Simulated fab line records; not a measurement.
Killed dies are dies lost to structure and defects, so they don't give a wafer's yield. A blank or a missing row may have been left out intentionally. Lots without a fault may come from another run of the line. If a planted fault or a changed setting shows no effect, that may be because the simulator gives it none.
Comparing a struck lot with a sound one | flow gf180mcu | 16 steps out of a route of 602
Sound: the wafers L257.1, L257.3, L257.6. Struck: wafers L247.2, L247.5, L247.6. Last of all comes the cause.
For every step that has rows: the tool of each side, followed by ch and its chambers, followed by its first start. Under that, the readings that differ: sound wafers | struck wafers | difference of the means | sigmas: that difference in standard deviations of wafers without a fault.
alike: words and numbers the same on both sides, and readings whose means are apart by under 2 such deviations; not compared: readings that were withheld, readings missing a value for some wafer, numbers with overlapping values and no deviation given by the record, and bounds like >300 which may hide the same value.
A row with sigmas, a row that says differs or no value, or rows on one side alone: a step with any of these is where the two part. Numbers that don't overlap but have no deviation are shown without sigmas and don't part them. Lack of a reading on every wafer of one side parts them only where that side has two or more wafers.

first, 1 step without rows for these wafers: GF_HV_LDD_IMPLANT_09.
GF_HV_LDD_STRIP_10: strips in O2/N2.
  sound on plasma_asher-04 ch 0,1, day 13 22:01; struck on plasma_asher-02 ch 0,1, day 10 12:56
  alike: drypump_motor_current_A, heater_power_w, oes_product_au, platen_temp_c, strip_time_to_endpoint_s
  not compared: rf_hours_counter_h
GF_HV_LDD_TW_MEAS_11:
  sound: film_metro-01 at day 13 22:07; struck: film_metro-04 at day 10 13:03
  alike: HV_LDD_TW
then, 7 steps without rows for these wafers: GF_HV_LDD_DEHYDRATE_12 (time 60 s); GF_HV_LDD_HMDS_13 (prime time 60 s); GF_HV_LDD_COAT_14 (resist thk 1000 nm); GF_HV_LDD_SOFTBAKE_15 (time 60 s); GF_HV_LDD_EXPOSE_16 (exposes mask Pplus LV AREA, target cd 400 nm); GF_HV_LDD_PEB_17; GF_HV_LDD_DEVELOP_18 (develop time 60 s).
GF_HV_LDD_CD_MEAS_19 targets a cd of 400 nm.
  sound: cd_sem-01 at day 14 18:56; struck: cd_sem-01 at day 11 06:58
  alike: cd_nm
GF_HV_LDD_OVL_MEAS_20:
  sound: overlay-02 at day 14 19:03; struck: overlay-01 at day 11 07:04
  alike: HV_LDD_01_OVL
GF_HV_LDD_IMPLANT_21:
  struck on implanter-02, day 11 07:07; sound on implanter-02 ch 0, day 14 19:05
  no value came back on the struck wafers for beam_energy_keV, beam_on_s (s), dose_ions_cm2, tilt_deg (degrees); on the sound wafers beam_energy_keV reads 24.997 25.003 25.012
GF_HV_LDD_STRIP_22: strips in O2/N2.
  sound on plasma_asher-04 ch 0,1, day 14 19:14; struck on plasma_asher-02 ch 0,1, day 11 07:14
  alike: drypump_motor_current_A, heater_power_w, oes_product_au, platen_temp_c, strip_time_to_endpoint_s
  not compared: rf_hours_counter_h
GF_HV_LDD_TW_MEAS_23:
  sound: film_metro-04 at day 14 19:20; struck: film_metro-04 at day 11 07:21
  reading     | sound          | struck   | difference | sigmas
  HV_LDD_2_TW | 1060 1066 1067 | 30 30 30 | -1034      | -99 or more
then, 1 step without rows for these wafers: GF_HV_LDD_DEHYDRATE_24 (time 60 s).

== WHERE THEY PART ==
Last at GF_HV_LDD_TW_MEAS_23 as far as this record goes, first at GF_HV_LDD_IMPLANT_21.

WHY: the cause the simulator had injected
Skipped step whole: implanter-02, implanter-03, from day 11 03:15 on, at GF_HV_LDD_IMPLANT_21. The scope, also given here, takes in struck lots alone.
